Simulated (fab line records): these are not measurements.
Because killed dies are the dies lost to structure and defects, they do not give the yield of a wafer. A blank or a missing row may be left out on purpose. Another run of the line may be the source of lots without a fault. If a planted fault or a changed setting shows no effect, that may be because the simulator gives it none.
A struck lot beside a sound one || flow sky130 || 15 out of 708 route steps
Sound: these wafers, L657.1, L657.3, L657.6. Struck: wafer L674.1. (L674.4, L674.6 of the same lot were not struck and are left out.) The cause comes at the end.
At each step with rows: each side's tool, then ch and its chambers, then its first start. Under that, the readings that differ: sound wafers || struck wafers || difference of the means || sigmas: that difference in standard deviations of wafers without a fault.
alike: words and numbers the same on both sides, and readings whose means are apart by under 2 such deviations; not compared: readings that were withheld, readings missing a value for some wafer, numbers with overlapping values and no deviation given by the record, and bounds like >300 which may hide the same value.
Wherever a step has rows on one side only, a row that says differs or no value, or a row with sigmas, the two part there. Non-overlapping numbers with no deviation appear without sigmas and do not part them. A reading missing from all wafers of one side parts the sides only when that side holds two or more wafers.

SKY_FIELD_ISO_ETCH_15: etches the open film in CHF3/O2, stops on Si, target depth 180 nm, time 72 s.
  sound on rieDiel-02 ch 1,2,3, day 3 13:43; struck on rieDiel-02 ch 2, day 7 05:20
{"reading": "oesProductAu (a.u.)", "sound": "0.943 0.957 0.956", "struck": 0.937, "difference": -0.015, "sigmas": -2}
  alike: chamberPressureMTorr, drypumpMotorCurrentA, throttleValvePct
  not compared: rfHoursCounterH
SKY_FIELD_ISO_STRIP_16: strips in O2/N2.
  sound on plasmaAsher-02 ch 0,1, day 3 13:47; struck on plasmaAsher-03 ch 0, day 7 05:23
  alike: chamberPressureMTorr, drypumpMotorCurrentA, oesProductAu, stripTimeToEndpointS
  not compared: rfHoursCounterH
SKY_FIELD_ISO_ETCH_17: etches Si in HBr/Cl2/O2, target depth 342 nm, time 97.7 s.
  sound on rieSi-02 ch 0,2,3, day 3 13:53; struck on rieSi-01 ch 1, day 7 05:29
{"reading": "throttleValvePct (%)", "sound": "25.681 25.653 25.679", "struck": 25.639, "difference": -0.032, "sigmas": -3}
  alike: chamberPressureMTorr, drypumpMotorCurrentA, oesProductAu
  not compared: rfHoursCounterH
then, 5 steps without rows for these wafers: SKY_FIELD_ISO_WET_ETCH_18 (etches Si3N4 in H3PO4, target depth 25 nm, time 286 s); SKY_FIELD_ISO_CLEAN_19 (cleans in SC1/SC2, time 150 s); SKY_FIELD_ISO_CLEAN_20 (cleans in dHF, time 20 s); SKY_FIELD_ISO_WET_ETCH_21 (etches SiO2 in dHF, target depth 20 nm, time 400 s); SKY_FIELD_ISO_OXIDATION_22 (stabilise 600 s, purge 300 s, target thk 10 nm).
SKY_FIELD_ISO_THK_MEAS_23:
  struck on filmMetro-03, day 7 07:00; sound on filmMetro-03, day 3 19:40
  alike: FIELD_ISO_OXIDATION_01_THK
then, 1 step without rows for these wafers: SKY_FIELD_ISO_CVD_24 (deposits SiO2, target thk 595 nm, time 99.2 s).
SKY_FIELD_ISO_THK_MEAS_25:
  struck on filmMetro-03, day 7 07:08; sound on filmMetro-02, day 3 19:48
  alike: FIELD_ISO_CVD_24_THK
then, 1 step without rows for these wafers: SKY_FIELD_ISO_ANNEAL_26 (time 1800 s).
SKY_FIELD_ISO_CMP_27: polishes, stops on Si3N4, t overpolish 16 s, target thk 457.8 nm.
  sound on cmp-02 ch 0,1,3, day 4 03:07; struck on cmp-02 ch 2, day 7 08:44
{"reading": "timeToEndpointS (s)", "sound": "106 112 109", "struck": 62, "difference": -47, "sigmas": -12}
  alike: motorCurrentA, overpolishRunS, slurryFilterDpKPa
then, 1 step without rows for these wafers: SKY_FIELD_ISO_WET_ETCH_28 (etches SiO2 in dHF, target depth 23.7 nm, time 47 s).
-- record jumps: 44 days separate the struck wafers' starts on either side; left off in module FIELD_ISO, taken up again in module PAD_OPEN, whose first shown step is the route's number 708 --
SKY_PAD_OPEN_PROBE_99:
  struck on prober-01, day 51 02:13; sound on prober-01, day 47 15:02
{"reading": "killedAtFrontEnd", "sound": "13 20 20", "struck": 6, "difference": -12, "sigmas": -2}
{"reading": "killedAtOther", "sound": "0 0 1", "struck": 2, "difference": "+2", "sigmas": "+3"}
  alike: killed_at_M0_to_M3, killed_at_M4_up, killedAtContacts, killedDies, killedOpen, killedShort

## WHERE THEY PART
Last at SKY_PAD_OPEN_PROBE_99 as far as this record goes, first at SKY_FIELD_ISO_ETCH_15.

WHY: the cause the simulator had injected
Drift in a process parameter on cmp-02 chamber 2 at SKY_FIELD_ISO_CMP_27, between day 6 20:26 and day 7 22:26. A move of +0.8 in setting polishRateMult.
